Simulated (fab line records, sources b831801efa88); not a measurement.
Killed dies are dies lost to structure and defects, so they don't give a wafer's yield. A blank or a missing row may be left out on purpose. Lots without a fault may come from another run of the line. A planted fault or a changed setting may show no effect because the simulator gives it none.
One fault seen from 2 desks | flow gf180mcu | each desk has only its own numbers; what lay behind them comes last

THE METROLOGY DESK
What the gauges read, lot by lot, whatever tool the lot ran on: means of the sampled wafers that have a number. A lot is out of limits, marked OUT, if its mean lies more than 4 standard deviations from the usual mean; the brackets give that distance.
Columns: A = SALICIDE_TIN_RS at GF_SALICIDE_RS_MEAS_04, usual 16.4 ohm/sq; B = CONTACT_CVD_02_THK at GF_CONTACT_THK_MEAS_03, usual 858 nm; C = M1_ALCU_THK at GF_M1_THK_MEAS_06, usual 453 nm
lot  | first seen here | A    | B   | C
L339 | day 14 20:50    | 16.7 | 863 | 446
L340 | day 15 13:57    | 16.1 | 845 | 459
L342 | day 16 03:37    | 16.9 | 851 | 454
L343 | day 16 21:23    | 16.5 | 858 | 446
L344 | day 17 06:18    | 16.0 | 863 | 454
L345 | day 17 18:53    | 16.1 | 858 | 453
L347 | day 18 04:16    | 16.1 | 856 | 491 (+6.1) OUT
L348 | day 18 12:43    | 15.9 | 849 | 497 (+7.1) OUT
L350 | day 19 09:37    | 16.3 | 857 | 443
L357 | day 21 17:16    | 16.6 | 866 | 458
L358 | day 22 02:32    | 16.5 | 850 | 456
L359 | day 22 08:34    | 16.2 | 868 | 464
L360 | day 22 16:38    | 17.0 | 855 | 454
L362 | day 23 04:52    | 16.3 | 870 | 447
This desk's finding: out of limits on L347, L348; first on L347, day 19 07:23 (M1_ALCU_THK at GF_M1_THK_MEAS_06). In limits: L339, L340, L342, L343, L344, L345, L350, L357, L358, L359, L360, L362.

THE TOOL OWNER'S DESK: pvd_sputter-01
The tool's own readings at GF_M1_SPUTTER_04 (material TiN, target thk 50 nm, time 41.7 s): means of the sampled wafers that have a number, for each lot that ran on this tool. A lot is out of limits, marked OUT, if its mean lies more than 4 standard deviations from the usual mean; the brackets give that distance.
Columns: A = cathode_dc_power_W at GF_M1_SPUTTER_04, usual 6500.0 W; B = chamber_pressure_pa at GF_M1_SPUTTER_04, usual 0.3999 Pa; C = throttle_valve_pct at GF_M1_SPUTTER_04, usual 30.0 %
lot  | first seen here | A      | B      | C
L343 | day 18 03:11    | 6500.4 | 0.3996 | 30.0
L350 | day 20 12:35    | 6500.3 | 0.4008 | 30.4
L362 | day 24 05:31    | 6500.1 | 0.3995 | 30.6
This desk's finding: nothing out of limits on any of the 3 lots.

PUT TOGETHER
The metrology desk could have raised an alarm at day 19 07:23, on L347, L348.
The tool owner's desk saw nothing out of limits.
The tool owner's desk has no number on record for L347, L348.
Of the lots named, all ran GF_M1_SPUTTER_04 on pvd_sputter-01.

WHAT THE SIMULATOR HAD PUT IN
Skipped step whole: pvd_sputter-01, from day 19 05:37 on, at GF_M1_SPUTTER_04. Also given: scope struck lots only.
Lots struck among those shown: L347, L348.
Hours from the fault's start to each desk's first reading out of limits: the metrology desk, 2.
